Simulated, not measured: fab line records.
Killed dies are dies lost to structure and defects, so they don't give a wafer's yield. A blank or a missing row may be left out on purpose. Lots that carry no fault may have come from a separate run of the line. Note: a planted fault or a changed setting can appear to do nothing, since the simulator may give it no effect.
fab line records	flow sky130
record: lots: 12	wafers: 36	last-day: 50
route steps=708 shown VIA1@471 METAL2@483 PAD_OPEN@708
lots untouched by any fault: they come from a run of this same line in which no faults occurred
start-h: hours from the record's first day to the start of the lot's first wafer shown	wait-h: hours from the lot's prior step to this one	" same as the row above	L1.1+2: a single row standing in for several wafers	- no value, or no start given	* or withheld: withheld	< > ~ a bound
route shown NAME@n: NAME is a module with steps in the file, n the number in the route of the first one	usual: average and standard deviation across the fault-free wafers	same: alike in all rows	chamber/n: place in a boat	sites: readings site by site	_std_site: their standard deviation	_edge_site: inner sites' mean taken away from outer sites' mean	radius-mm: how far each site lies from the wafer's centre	mask NAME#n: copy n	behind: the tool/chamber that last shaped the wafer	hold: why the lot went on hold/how many hours it stayed there/how the hold came to an end	device: which transistor (n, p or np) failed to switch	end of line: tests run on the same wafers once the route is complete	a step with no rows: only its recipe	killed: not the wafer's yield, but the dies lost to structure and defects at the first sort	map: per-die view of a wafer (x killed, . not killed, _ where there is no die)
set.NAME: the run value of the setting; set.NAME@STEP: its run value at that earlier step	model.NAME: the simulator's own value behind a step, which no gauge read
the route's steps for a sample of lots (tables are steps, rows are wafers)
services: the hour from which a tool's chamber was out of use, counted from the record's first day as start-h (under 0 if before that day), plus the number of hours and why
== steps ==
step: SKY_VIA1_OVL_MEAS_13
usual: VIA1_OVL: 2/6.4
lot.wafer	tool	chamber	start-h	wait-h	VIA1_OVL[nm]
L955.3	overlay-02	-	797.06	0.1	1
L955.4	"	-	"	"	7
L955.6	"	-	"	"	9
L957.2	overlay-01	-	806.72	0.1	-10
L957.4	"	-	"	"	-9
L957.6	"	-	"	"	-6
L958.2	overlay-01	-	813.72	0.1	-9
L958.4	"	-	"	"	-4
L958.5	"	-	"	"	0
L959.1	overlay-01	-	821.00	0.1	-3
L959.2	"	-	"	"	12
L959.3	"	-	"	"	1
L962.1	overlay-02	-	857.85	0.1	8
L962.5	"	-	"	"	5
L962.6	"	-	"	"	0
L965.1	overlay-02	-	864.32	0.1	3
L965.4	"	-	"	"	6
L965.6	"	-	"	"	2
L966.1	overlay-01	-	874.12	0.1	9
L966.4	"	-	"	"	-4
L966.5	"	-	"	"	3
L971.1	overlay-02	-	910.97	0.1	5
L971.2	"	-	"	"	11
L971.5	"	-	"	"	6
L972.1	overlay-01	-	921.52	0.1	17
L972.2	"	-	"	"	-3
L972.3	"	-	"	"	15
L975.2	overlay-02	-	937.91	0.1	-6
L975.3	"	-	"	"	4
L975.4	"	-	"	"	-2
L977.2	overlay-01	-	952.32	0.1	12
L977.3	"	-	"	"	3
L977.5	"	-	"	"	6
L978.1	overlay-02	-	958.05	0.1	-5
L978.5	"	-	"	"	-7
L978.6	"	-	"	"	1
step: SKY_VIA1_ETCH_15
recipe: target: SiO2	chemistry: C4F8/O2/Ar	target-depth-nm: 351	stop-on: TiN	mask-material: KrF-thick	source-w: 1500	bias-w: 1200	pressure-mtorr: 40	c4f8-flow-sccm: withheld	O2_flow_sccm: 6	Ar_flow_sccm: 300	time-s: 54
usual: oes-product-au: 0.983/0.0056
same: time-s: 54
lot.wafer	tool	chamber	start-h	wait-h	oes-product-au	rf-hours-counter-h
L955.3	rie-diel-03	0	797.13	0.0	0.990	10
L955.4	"	2	"	"	0.995	23
L955.6	"	0	"	"	0.984	-
L957.2	rie-diel-01	3	806.80	0.0	0.983	26
L957.4	"	0	"	"	0.995	8
L957.6	"	1	"	"	0.985	-
L958.2	rie-diel-03	0	813.80	0.0	0.980	11
L958.4	"	2	"	"	0.985	24
L958.5	"	1	"	"	0.986	-
L959.1	rie-diel-01	0	821.08	0.0	0.984	8
L959.2	"	2	"	"	0.985	7
L959.3	"	3	"	"	0.995	26
L962.1	rie-diel-02	3	857.93	0.0	0.978	9
L962.5	"	0	"	"	0.979	-
L962.6	"	1	"	"	0.983	-
L965.1	rie-diel-03	0	864.40	0.0	0.983	12
L965.4	"	2	"	"	0.984	25
L965.6	"	0	"	"	0.985	-
L966.1	rie-diel-01	1	874.20	0.0	0.987	7
L966.4	"	3	"	"	0.982	1
L966.5	"	1	"	"	0.983	-
L971.1	rie-diel-01	3	911.05	0.0	0.979	2
L971.2	"	2	"	"	0.977	10
L971.5	"	3	"	"	0.980	-
L972.1	rie-diel-03	3	921.60	0.0	0.989	14
L972.2	"	2	"	"	0.985	27
L972.3	"	0	"	"	0.984	15
L975.2	rie-diel-02	1	937.98	0.0	0.990	2
L975.3	"	2	"	"	0.988	14
L975.4	"	3	"	"	0.989	11
L977.2	rie-diel-02	3	952.40	0.0	0.982	12
L977.3	"	0	"	"	0.988	4
L977.5	"	3	"	"	0.988	-
L978.1	rie-diel-01	1	958.13	0.0	0.987	9
L978.5	"	1	"	"	0.991	-
L978.6	"	2	"	"	0.991	-
step: SKY_METAL2_SPUTTER_00
recipe: material: Ti	target-thk-nm: 15	power-w: 3000	time-s: 10	chamber-pressure-pa: 0.4
usual: chamber-pressure-pa: 0.4000/0.00081	throttle-valve-pct: 29.8/0.88
same: time-s: 10
lot.wafer	tool	chamber	start-h	wait-h	chamber-pressure-pa	throttle-valve-pct
L955.3	pvd-sputter-01	-	798.40	0.1	0.4005	28.2
L955.4	"	-	"	"	0.4007	29.0
L955.6	"	-	"	"	0.4008	29.8
L957.2	pvd-sputter-04	-	808.11	0.2	0.3997	29.6
L957.4	"	-	"	"	0.4011	30.3
L957.6	"	-	"	"	0.4002	30.2
L958.2	pvd-sputter-04	-	815.07	0.1	0.3989	30.4
L958.4	"	-	"	"	0.3985	29.8
L958.5	"	-	"	"	0.3989	30.5
L959.1	pvd-sputter-01	-	822.38	0.1	0.4004	29.2
L959.2	"	-	"	"	0.4012	30.0
L959.3	"	-	"	"	0.4001	28.5
L962.1	pvd-sputter-01	-	859.25	0.1	0.3990	29.0
L962.5	"	-	"	"	0.3995	30.4
L962.6	"	-	"	"	0.4006	28.4
L965.1	pvd-sputter-04	-	865.70	0.2	0.4002	29.1
L965.4	"	-	"	"	0.3996	29.7
L965.6	"	-	"	"	0.3990	30.2
L966.1	pvd-sputter-01	-	875.51	0.1	0.4008	28.9
L966.4	"	-	"	"	0.3994	28.4
L966.5	"	-	"	"	0.4006	30.0
L971.1	pvd-sputter-01	-	912.41	0.1	0.3999	30.3
L971.2	"	-	"	"	0.3991	30.0
L971.5	"	-	"	"	0.3996	30.4
L972.1	pvd-sputter-02	-	923.26	0.2	0.3999	32.3
L972.2	"	-	"	"	0.4016	28.8
L972.3	"	-	"	"	0.4006	30.5
L975.2	pvd-sputter-01	-	939.25	0.1	0.4003	28.9
L975.3	"	-	"	"	0.3995	28.4
L975.4	"	-	"	"	0.4008	29.7
L977.2	pvd-sputter-04	-	953.68	0.1	0.4011	30.5
L977.3	"	-	"	"	0.3996	29.4
L977.5	"	-	"	"	0.4002	29.6
L978.1	pvd-sputter-04	-	959.66	0.1	0.4007	30.0
L978.5	"	-	"	"	0.3997	30.4
L978.6	"	-	"	"	0.4013	29.2
step: SKY_METAL2_SPUTTER_03
recipe: material: Ti	target-thk-nm: 5	power-w: 3000	time-s: 3.3	chamber-pressure-pa: 0.4
usual: chamber-pressure-pa: 0.3999/0.00074	throttle-valve-pct: 29.9/0.89
same: time-s: 3.3
lot.wafer	tool	chamber	start-h	wait-h	chamber-pressure-pa	throttle-valve-pct
L955.3	pvd-sputter-01	-	798.48	0.0	0.4003	28.3
L955.4	"	-	"	"	0.3985	28.9
L955.6	"	-	"	"	0.3990	30.0
L957.2	pvd-sputter-04	-	808.18	0.0	0.4000	30.1
L957.4	"	-	"	"	0.3997	30.3
L957.6	"	-	"	"	0.4002	30.2
L958.2	pvd-sputter-04	-	815.14	0.0	0.3982	30.6
L958.4	"	-	"	"	0.3998	30.0
L958.5	"	-	"	"	0.3996	30.5
L959.1	pvd-sputter-01	-	822.45	0.0	0.4005	29.0
L959.2	"	-	"	"	0.3997	30.0
L959.3	"	-	"	"	0.4006	28.5
L962.1	pvd-sputter-01	-	859.32	0.0	0.3993	29.2
L962.5	"	-	"	"	0.3997	30.1
L962.6	"	-	"	"	0.3995	28.4
L965.1	pvd-sputter-04	-	865.77	0.0	0.3984	29.2
L965.4	"	-	"	"	0.4020	29.9
L965.6	"	-	"	"	0.4000	30.3
L966.1	pvd-sputter-01	-	875.58	0.0	0.3999	28.9
L966.4	"	-	"	"	0.3995	28.3
L966.5	"	-	"	"	0.3998	29.8
L971.1	pvd-sputter-01	-	912.48	0.0	0.3434	32.7
L971.2	"	-	"	"	0.3435	32.6
L971.5	"	-	"	"	0.3420	32.8
L972.1	pvd-sputter-02	-	923.33	0.0	0.3999	32.3
L972.2	"	-	"	"	0.3998	28.8
L972.3	"	-	"	"	0.3987	30.3
L975.2	pvd-sputter-01	-	939.32	0.0	0.3423	31.3
L975.3	"	-	"	"	0.3413	31.0
L975.4	"	-	"	"	0.3420	32.4
L977.2	pvd-sputter-04	-	953.76	0.0	0.4008	31.0
L977.3	"	-	"	"	0.3993	29.1
L977.5	"	-	"	"	0.4016	29.7
L978.1	pvd-sputter-04	-	959.73	0.0	0.4002	29.6
L978.5	"	-	"	"	0.4001	30.6
L978.6	"	-	"	"	0.4003	29.1
step: SKY_PAD_OPEN_PROBE_99
usual: defect-limited-yield: 82.2/2.1	killed_at_M0_to_M3: 43/8	killed_at_M4_up: 2.9/1.6	killed-at-contacts: 26/5.2	killed-at-front-end: 15/4.3	killed-at-other: 0.3/0.56	killed-dies: 87/10	killed-open: 48/6.9	killed-short: 40/6.5	sort_bin_3_pad_short: 0.9/0.36	sort_bin_5_function: 10.5/1.5	sort_bin_6_memory: 6.4/1.3	sort-n-pass: 405/10	sort-yield-pct: 82.2/2.1
same: gross-dies: 492	killed-at-back-side: 0	sort_bin_4_leakage[%]: 0	sort_bin_8_speed[%]: 0
lot.wafer	tool	chamber	start-h	wait-h	defect-limited-yield[%]	killed_at_M0_to_M3	killed_at_M4_up	killed-at-contacts	killed-at-front-end	killed-at-other	killed-dies	killed-open	killed-short	sort_bin_3_pad_short[%]	sort_bin_5_function[%]	sort_bin_6_memory[%]	sort-n-pass	sort-yield-pct[%]
L955.3	prober-02	-	1080.15	0.2	85.0	32	3	27	12	0	74	43	31	0.8	7.9	6.3	418	85.0
L955.4	prober-02	-	1080.20	0.2	84.3	36	2	30	8	1	77	37	40	0.8	10.0	4.9	415	84.3
L955.6	prober-02	-	1080.30	0.2	82.3	44	5	27	10	1	87	56	31	0.8	11.2	5.7	405	82.3
L957.2	prober-02	-	1087.55	0.1	80.9	43	2	28	21	0	94	47	47	1.2	12.4	5.5	398	80.9
L957.4	prober-02	-	1087.65	0.2	79.3	45	1	35	20	1	102	58	44	1.2	11.0	8.5	390	79.3
L957.6	prober-02	-	1087.75	0.2	83.9	41	1	22	14	1	79	44	35	0.4	10.8	4.9	413	83.9
L958.2	prober-01	-	1092.16	0.1	82.7	37	1	32	15	0	85	44	41	1.0	9.1	7.1	407	82.7
L958.4	prober-01	-	1092.26	0.2	82.7	40	5	29	11	0	85	48	37	1.0	9.6	6.7	407	82.7
L958.5	prober-01	-	1092.31	0.2	83.7	39	4	25	12	0	80	42	38	0	11.0	5.3	412	83.7
L959.1	prober-02	-	1099.64	0.1	78.9	62	4	21	17	0	104	56	48	1.2	11.8	8.1	388	78.9
L959.2	prober-02	-	1099.69	0.1	80.9	43	4	33	14	0	94	44	50	1.4	10.6	7.1	398	80.9
L959.3	prober-02	-	1099.74	0.2	80.9	40	2	34	15	3	94	50	44	0.8	12.4	5.9	398	80.9
L962.1	prober-02	-	1127.11	0.1	82.5	40	3	19	24	0	86	51	35	0.4	10.0	7.1	406	82.5
L962.5	prober-02	-	1127.31	0.2	83.7	27	1	30	22	0	80	46	34	0.6	9.8	5.9	412	83.7
L962.6	prober-02	-	1127.36	0.2	82.9	37	2	24	21	0	84	50	34	0.8	10.8	5.5	408	82.9
L965.1	prober-01	-	1129.71	0.1	79.3	55	2	32	13	0	102	57	45	1.0	12.2	7.5	390	79.3
L965.4	prober-01	-	1129.86	0.2	83.7	54	4	10	12	0	80	48	32	1.2	9.1	5.9	412	83.7
L965.6	prober-01	-	1129.96	0.2	80.3	63	2	20	12	0	97	50	47	0.8	11.8	7.1	395	80.3
L966.1	prober-02	-	1140.07	0.1	81.3	45	4	28	15	0	92	53	39	1.2	10.8	6.7	400	81.3
L966.4	prober-02	-	1140.22	0.2	83.1	36	3	26	17	1	83	40	43	0.4	10.8	5.7	409	83.1
L966.5	prober-02	-	1140.27	0.2	80.7	44	6	27	18	0	95	49	46	0.4	14.2	4.7	397	80.7
L971.1	prober-01	-	1164.75	0.1	82.9	45	6	24	9	0	84	54	30	0.4	9.3	7.3	408	82.9
L971.2	prober-01	-	1164.80	0.1	85.4	39	2	20	11	0	72	39	33	0.4	10.4	3.9	420	85.4
L971.5	prober-01	-	1164.95	0.2	79.1	58	2	26	17	0	103	48	55	1.2	11.2	8.5	389	79.1
L972.1	prober-02	-	1171.62	0.1	84.3	34	2	25	16	0	77	50	27	0.8	10.4	4.5	415	84.3
L972.2	prober-02	-	1171.67	0.1	82.1	33	5	36	12	2	88	40	48	1.4	9.8	6.7	404	82.1
L972.3	prober-02	-	1171.72	0.2	82.5	44	2	27	13	0	86	49	37	0.6	10.2	6.7	406	82.5
L975.2	prober-01	-	1182.73	0.1	82.1	46	0	23	19	0	88	44	44	0.8	11.8	5.3	404	82.1
L975.3	prober-01	-	1182.78	0.2	83.3	48	3	16	15	0	82	47	35	1.6	9.6	5.5	410	83.3
L975.4	prober-01	-	1182.83	0.2	81.7	46	6	24	14	0	90	47	43	1.0	10.2	7.1	402	81.7
L977.2	prober-01	-	1195.05	0.1	81.7	40	3	25	22	0	90	50	40	1.0	12.0	5.3	402	81.7
L977.3	prober-01	-	1195.10	0.2	81.9	51	1	21	16	0	89	54	35	0.8	11.2	6.1	403	81.9
L977.5	prober-01	-	1195.20	0.2	80.1	42	4	30	22	0	98	49	49	0.8	11.2	7.9	394	80.1
L978.1	prober-02	-	1197.91	0.1	84.6	42	5	22	7	0	76	41	35	0.4	9.1	5.9	416	84.6
L978.5	prober-02	-	1198.11	0.2	80.9	46	1	34	13	0	94	64	30	0.6	11.4	7.1	398	80.9
L978.6	prober-02	-	1198.16	0.2	85.8	33	2	28	7	0	70	43	27	0.6	8.5	5.1	422	85.8
killed by level:class
L955.3 CONTACT:geometric-particle:open=12 LI_CONTACT:geometric-particle:open=9 VIA2:geometric-particle:open=8 METAL1:geometric-particle:short=5 POLY_GATE:geometric-particle:short=4 METAL3:geometric-particle:short=4 POLY_CUT:geometric-particle:open=3 CONTACT:geometric-particle:short=3
L955.4 LI_CONTACT:geometric-particle:open=10 CONTACT:geometric-particle:open=7 CONTACT:geometric-particle:short=7 METAL1:geometric-particle:short=6 VIA1:geometric-particle:open=6 METAL2:geometric-particle:short=6 LOCAL_INTERCONNECT:geometric-particle:short=3 VIA2:geometric-particle:short=3
L955.6 VIA1:geometric-particle:open=14 CONTACT:geometric-particle:open=10 LI_CONTACT:geometric-particle:open=7 FIELD_ISO:geometric-particle:open=6 VIA2:geometric-particle:open=6 LOCAL_INTERCONNECT:geometric-particle:short=5 VIA3:geometric-particle:open=4 VIA1:geometric-particle:short=4
L957.2 VIA1:geometric-particle:open=13 CONTACT:geometric-particle:open=9 LOCAL_INTERCONNECT:geometric-particle:short=7 METAL2:geometric-particle:short=6 FIELD_ISO:geometric-particle:open=5 FIELD_ISO:geometric-particle:short=5 POLY_GATE:geometric-particle:short=5 METAL1:geometric-particle:short=4
L957.4 CONTACT:geometric-particle:open=15 LI_CONTACT:geometric-particle:open=9 VIA1:geometric-particle:open=9 METAL2:geometric-particle:short=7 FIELD_ISO:geometric-particle:short=5 VIA2:geometric-particle:open=5 LOCAL_INTERCONNECT:geometric-particle:short=5 VIA3:geometric-particle:open=5
L957.6 VIA1:geometric-particle:open=9 VIA1:geometric-particle:short=8 VIA2:geometric-particle:open=7 CONTACT:geometric-particle:open=6 FIELD_ISO:geometric-particle:open=5 LI_CONTACT:geometric-particle:open=5 METAL1:geometric-particle:short=5 LOCAL_INTERCONNECT:geometric-particle:short=4
L958.2 CONTACT:geometric-particle:open=10 LI_CONTACT:geometric-particle:open=9 VIA1:geometric-particle:open=7 CONTACT:geometric-particle:short=6 VIA2:geometric-particle:open=6 FIELD_ISO:geometric-particle:open=5 METAL1:geometric-particle:short=5 VIA1:geometric-particle:short=5
L958.4 VIA1:geometric-particle:open=10 CONTACT:geometric-particle:open=10 VIA3:geometric-particle:open=7 LI_CONTACT:geometric-particle:open=6 LOCAL_INTERCONNECT:geometric-particle:short=6 CONTACT:geometric-particle:short=5 METAL1:geometric-particle:short=5 METAL2:geometric-particle:short=5
L958.5 CONTACT:geometric-particle:open=11 VIA1:geometric-particle:open=9 VIA1:geometric-particle:short=7 CONTACT:geometric-particle:short=6 LI_CONTACT:geometric-particle:open=5 VIA2:geometric-particle:short=5 VIA2:geometric-particle:open=5 FIELD_ISO:geometric-particle:open=4
L959.1 VIA1:geometric-particle:open=15 CONTACT:geometric-particle:open=12 VIA1:geometric-particle:short=8 METAL2:geometric-particle:short=8 METAL1:geometric-particle:short=7 POLY_GATE:geometric-particle:open=6 VIA3:geometric-particle:open=6 VIA2:geometric-particle:short=5
L959.2 CONTACT:geometric-particle:open=10 LI_CONTACT:geometric-particle:open=8 VIA1:geometric-particle:open=8 VIA1:geometric-particle:short=8 VIA3:geometric-particle:open=8 CONTACT:geometric-particle:short=7 LOCAL_INTERCONNECT:geometric-particle:short=6 POLY_GATE:geometric-particle:short=4
L959.3 CONTACT:geometric-particle:open=10 LI_CONTACT:geometric-particle:open=7 FIELD_ISO:geometric-particle:open=6 CONTACT:geometric-particle:short=6 VIA2:geometric-particle:open=5 VIA3:geometric-particle:open=5 METAL2:geometric-particle:short=5 METAL1:geometric-particle:short=5
L962.1 CONTACT:geometric-particle:open=10 FIELD_ISO:geometric-particle:open=9 METAL2:geometric-particle:short=9 VIA2:geometric-particle:open=8 VIA1:geometric-particle:open=7 FIELD_ISO:geometric-particle:short=5 POLY_GATE:geometric-particle:open=5 POLY_GATE:geometric-particle:short=4
L962.5 CONTACT:geometric-particle:open=21 POLY_GATE:geometric-particle:short=7 METAL2:geometric-particle:short=6 POLY_GATE:geometric-particle:open=6 VIA3:geometric-particle:open=5 FIELD_ISO:geometric-particle:short=4 METAL1:geometric-particle:short=4 LOCAL_INTERCONNECT:geometric-particle:short=4
L962.6 CONTACT:geometric-particle:open=13 VIA1:geometric-particle:open=8 FIELD_ISO:geometric-particle:open=6 LI_CONTACT:geometric-particle:open=6 VIA2:geometric-particle:open=5 FIELD_ISO:geometric-particle:short=4 VIA3:geometric-particle:open=4 CONTACT:geometric-particle:short=4
L965.1 CONTACT:geometric-particle:open=16 VIA1:geometric-particle:open=14 CONTACT:geometric-particle:short=10 METAL2:geometric-particle:short=10 VIA2:geometric-particle:open=8 VIA3:geometric-particle:open=6 FIELD_ISO:geometric-particle:open=4 POLY_GATE:geometric-particle:short=4
L965.4 VIA1:geometric-particle:open=14 VIA3:geometric-particle:open=11 METAL2:geometric-particle:short=8 CONTACT:geometric-particle:open=5 VIA1:geometric-particle:short=5 VIA2:geometric-particle:open=5 FIELD_ISO:geometric-particle:open=4 METAL1:geometric-particle:short=4
L965.6 VIA1:geometric-particle:open=13 VIA3:geometric-particle:open=11 METAL2:geometric-particle:short=10 CONTACT:geometric-particle:open=6 METAL1:geometric-particle:short=6 LI_CONTACT:geometric-particle:open=5 VIA1:geometric-particle:short=5 METAL3:geometric-particle:short=5
L966.1 VIA1:geometric-particle:open=12 CONTACT:geometric-particle:open=9 LI_CONTACT:geometric-particle:open=8 VIA2:geometric-particle:open=8 METAL2:geometric-particle:short=7 VIA3:geometric-particle:open=7 FIELD_ISO:geometric-particle:short=6 CONTACT:geometric-particle:short=6
L966.4 VIA3:geometric-particle:open=8 LI_CONTACT:geometric-particle:open=7 CONTACT:geometric-particle:open=7 CONTACT:geometric-particle:short=6 METAL2:geometric-particle:short=6 SPACER:geometric-particle:short=5 VIA1:geometric-particle:open=5 FIELD_ISO:geometric-particle:short=4
L966.5 VIA1:geometric-particle:open=10 LI_CONTACT:geometric-particle:open=9 CONTACT:geometric-particle:open=9 METAL2:geometric-particle:short=7 VIA3:geometric-particle:short=7 VIA2:geometric-particle:open=6 POLY_GATE:geometric-particle:open=5 METAL4:geometric-particle:short=5
L971.1 VIA1:geometric-particle:open=13 CONTACT:geometric-particle:open=10 VIA3:geometric-particle:open=7 LI_CONTACT:geometric-particle:open=6 VIA1:geometric-particle:short=6 VIA2:geometric-particle:open=5 METAL2:geometric-particle:short=4 CONTACT:geometric-particle:short=3
L971.2 VIA1:geometric-particle:open=14 CONTACT:geometric-particle:open=10 POLY_GATE:geometric-particle:short=5 METAL1:geometric-particle:short=5 VIA2:geometric-particle:open=5 LOCAL_INTERCONNECT:geometric-particle:short=4 CONTACT:geometric-particle:short=4 VIA3:geometric-particle:open=4
L971.5 VIA1:geometric-particle:open=11 VIA1:geometric-particle:short=11 METAL1:geometric-particle:short=10 VIA3:geometric-particle:open=8 LI_CONTACT:geometric-particle:open=8 METAL2:geometric-particle:short=7 CONTACT:geometric-particle:short=6 POLY_GATE:geometric-particle:short=4
L972.1 LI_CONTACT:geometric-particle:open=10 CONTACT:geometric-particle:open=8 VIA1:geometric-particle:open=8 VIA2:geometric-particle:open=6 VIA3:geometric-particle:open=5 FIELD_ISO:geometric-particle:open=3 POLY_GATE:geometric-particle:open=3 METAL2:geometric-particle:short=3
L972.2 CONTACT:geometric-particle:open=15 CONTACT:geometric-particle:short=8 VIA1:geometric-particle:open=8 VIA1:geometric-particle:short=6 FIELD_ISO:geometric-particle:short=5 LOCAL_INTERCONNECT:geometric-particle:short=5 METAL2:geometric-particle:short=5 POLY_GATE:geometric-particle:short=4
L972.3 CONTACT:geometric-particle:open=12 VIA2:geometric-particle:open=9 VIA1:geometric-particle:open=7 LI_CONTACT:geometric-particle:open=6 LOCAL_INTERCONNECT:geometric-particle:short=5 VIA1:geometric-particle:short=5 VIA3:geometric-particle:short=5 METAL1:geometric-particle:short=4
L975.2 VIA1:geometric-particle:open=14 VIA1:geometric-particle:short=8 LI_CONTACT:geometric-particle:open=7 CONTACT:geometric-particle:short=6 CONTACT:geometric-particle:open=6 FIELD_ISO:geometric-particle:short=5 FIELD_ISO:geometric-particle:open=5 POLY_GATE:geometric-particle:short=4
L975.3 VIA1:geometric-particle:open=18 VIA3:geometric-particle:open=8 VIA1:geometric-particle:short=7 FIELD_ISO:geometric-particle:short=6 CONTACT:geometric-particle:open=6 FIELD_ISO:geometric-particle:open=5 LI_CONTACT:geometric-particle:open=5 METAL2:geometric-particle:short=4
L975.4 VIA1:geometric-particle:open=12 VIA2:geometric-particle:open=10 CONTACT:geometric-particle:open=8 LOCAL_INTERCONNECT:geometric-particle:short=7 METAL2:geometric-particle:short=6 POLY_GATE:geometric-particle:open=5 METAL1:geometric-particle:short=5 LI_CONTACT:geometric-particle:open=4
L977.2 VIA1:geometric-particle:open=14 CONTACT:geometric-particle:open=10 LOCAL_INTERCONNECT:geometric-particle:short=6 METAL1:geometric-particle:short=6 VIA3:geometric-particle:open=6 FIELD_ISO:geometric-particle:short=4 FIELD_ISO:geometric-particle:open=4 POLY_GATE:geometric-particle:short=4
L977.3 CONTACT:geometric-particle:open=11 VIA3:geometric-particle:open=11 METAL2:geometric-particle:short=9 VIA1:geometric-particle:open=9 POLY_GATE:geometric-particle:open=5 FIELD_ISO:geometric-particle:short=4 LI_CONTACT:geometric-particle:open=4 CONTACT:geometric-particle:short=4
L977.5 CONTACT:geometric-particle:open=11 LI_CONTACT:geometric-particle:open=9 CONTACT:geometric-particle:short=7 VIA3:geometric-particle:open=6 METAL1:geometric-particle:short=6 VIA1:geometric-particle:short=6 METAL2:geometric-particle:short=6 POLY_GATE:geometric-particle:open=5
L978.1 CONTACT:geometric-particle:open=11 VIA1:geometric-particle:open=10 VIA1:geometric-particle:short=6 VIA2:geometric-particle:open=6 METAL2:geometric-particle:short=5 LI_CONTACT:geometric-particle:open=4 LI_CONTACT:geometric-particle:short=3 METAL3:geometric-particle:short=3
L978.5 CONTACT:geometric-particle:open=15 VIA2:geometric-particle:open=10 LI_CONTACT:geometric-particle:open=10 VIA1:geometric-particle:open=10 METAL3:geometric-particle:short=5 FIELD_ISO:geometric-particle:open=4 FIELD_ISO:geometric-particle:short=4 VIA2:geometric-particle:short=4
L978.6 VIA1:geometric-particle:open=12 CONTACT:geometric-particle:open=9 LI_CONTACT:geometric-particle:open=7 CONTACT:geometric-particle:short=7 VIA3:geometric-particle:open=5 METAL2:geometric-particle:short=4 FIELD_ISO:geometric-particle:open=3 LI_CONTACT:geometric-particle:short=3
== services ==
tool	chamber	start-h	hours	kind
rie-diel-02	0	777.14	-	clean
rie-diel-02	0	777.14	20.9	scheduled-down
rie-diel-02	0	777.14	20.9	vent-cycle
rie-diel-02	-	784.64	0.4	repair
rie-diel-03	-	808.33	2.8	pm
rie-diel-02	1	812.27	1.3	repair
rie-diel-03	0	822.59	6.3	repair
rie-diel-03	-	822.63	0.2	repair
rie-diel-02	1	825.40	-	clean
rie-diel-02	1	825.40	22.4	scheduled-down
rie-diel-02	1	825.40	22.4	vent-cycle
rie-diel-03	2	826.06	30.4	repair
rie-diel-01	3	828.55	-	clean
rie-diel-01	3	828.55	13.1	scheduled-down
rie-diel-01	3	828.55	13.1	vent-cycle
rie-diel-03	0	838.08	2.6	repair
rie-diel-01	0	848.14	2.0	repair
pvd-sputter-04	-	849.85	2.1	repair
rie-diel-03	1	865.74	8.0	repair
rie-diel-03	0	883.08	4.6	repair
rie-diel-01	-	888.77	4.3	pm
rie-diel-01	1	907.74	8.9	repair
rie-diel-03	1	913.54	3.3	repair
pvd-sputter-02	-	941.63	1.3	repair
== key ==
first-sign: step: SKY_METAL2_SPUTTER_03	reading: chamber-pressure-pa	direction: down	sigmas: 77	usual: 0.3999	struck: 0.3424
effect: step: SKY_METAL2_SPUTTER_03	reading: throttle-valve-pct	direction: up	sigmas: 2.6	usual: 29.9	struck: 32.1
met-at SKY_METAL2_SPUTTER_03
struck-lots L971,L975
not-acting-at SKY_VIA1_OVL_MEAS_13,SKY_VIA1_ETCH_15,SKY_METAL2_SPUTTER_00
onset-between 875.58 912.48
fault: kind: process-parameter-drift	tool: pvd-sputter-01	chamber: -	onset-h: 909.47	steps: SKY_METAL2_SPUTTER_03	channel: chamber-pressure-pa	offset: -0.057627	shape: step	end-h: 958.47	acts-in: these-recipes-only	stated: 0.4
